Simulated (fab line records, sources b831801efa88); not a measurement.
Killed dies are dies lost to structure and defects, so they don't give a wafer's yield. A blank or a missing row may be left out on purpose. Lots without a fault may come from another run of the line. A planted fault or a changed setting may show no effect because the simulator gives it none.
One fault seen from 2 desks | flow sky130 | each desk has only its own numbers; what lay behind them comes last

THE TOOL OWNER'S DESK: pvd_sputter-02
The tool's own readings at SKY_LOCAL_INTERCONNECT_SPUTTER_00 (material TiN, target thk 100 nm, time 83.3 s): means of the sampled wafers that have a number, for each lot that ran on this tool. A lot is out of limits, marked OUT, if its mean lies more than 4 standard deviations from the usual mean; the brackets give that distance.
Columns: A = chamber_pressure_pa at SKY_LOCAL_INTERCONNECT_SPUTTER_00, usual 0.4000 Pa; B = throttle_valve_pct at SKY_LOCAL_INTERCONNECT_SPUTTER_00, usual 30.7 %
lot  | first seen here | A      | B
L605 | day 30 22:32    | 0.3996 | 31.2
L607 | day 31 16:08    | 0.3997 | 30.4
L611 | day 33 00:26    | 0.4006 | 30.3
L615 | day 34 08:43    | 0.4000 | 31.1
L617 | day 35 02:02    | 0.3991 | 30.9
L618 | day 35 07:31    | 0.4004 | 31.3
This desk's finding: nothing out of limits on any of the 6 lots.

THE METROLOGY DESK
What the gauges read, lot by lot, whatever tool the lot ran on: means of the sampled wafers that have a number. A lot is out of limits, marked OUT, if its mean lies more than 4 standard deviations from the usual mean; the brackets give that distance.
Columns: A = LI_CONTACT_OVL at SKY_LI_CONTACT_OVL_MEAS_13, usual -4 nm; B = LI_CONTACT_W_RS at SKY_LI_CONTACT_RS_MEAS_22, usual 0.2846 ohm/sq; C = LI_CONTACT_W_THK at SKY_LI_CONTACT_THK_MEAS_23, usual 400 nm; D = LOCAL_INTERCONNECT_TIN_RS at SKY_LOCAL_INTERCONNECT_RS_MEAS_01, usual 14.18 ohm/sq; E = LOCAL_INTERCONNECT_TIN_THK at SKY_LOCAL_INTERCONNECT_THK_MEAS_02, usual 98.5 nm; F = cd_nm at SKY_LOCAL_INTERCONNECT_CD_MEAS_11, usual 169.5 nm; G = LOCAL_INTERCONNECT_OVL at SKY_LOCAL_INTERCONNECT_OVL_MEAS_12, usual 7 nm
lot  | first seen here | A  | B      | C   | D     | E     | F     | G
L600 | day 29 02:35    | -3 | 0.2865 | 397 | 14.29 | 97.8  | 169.4 | 19
L605 | day 30 21:20    | -6 | 0.2841 | 403 | 13.93 | 100.3 | 171.0 | 9
L607 | day 31 14:56    | 8  | 0.2822 | 403 | 14.15 | 98.6  | 169.9 | 2
L611 | day 32 23:11    | -9 | 0.2820 | 405 | 13.75 | 100.6 | 165.9 | 1
L615 | day 34 07:32    | -6 | 0.2854 | 399 | 14.57 | 96.1  | 171.2 | 10
L617 | day 35 00:50    | -6 | 0.2843 | 400 | 14.15 | 99.1  | 171.7 | 10
L618 | day 35 06:18    | -6 | 0.2862 | 395 | 14.38 | 97.5  | 169.4 | 8
This desk's finding: nothing out of limits on any of the 7 lots.

PUT TOGETHER
The tool owner's desk saw nothing out of limits.
The metrology desk saw nothing out of limits.

WHAT THE SIMULATOR HAD PUT IN
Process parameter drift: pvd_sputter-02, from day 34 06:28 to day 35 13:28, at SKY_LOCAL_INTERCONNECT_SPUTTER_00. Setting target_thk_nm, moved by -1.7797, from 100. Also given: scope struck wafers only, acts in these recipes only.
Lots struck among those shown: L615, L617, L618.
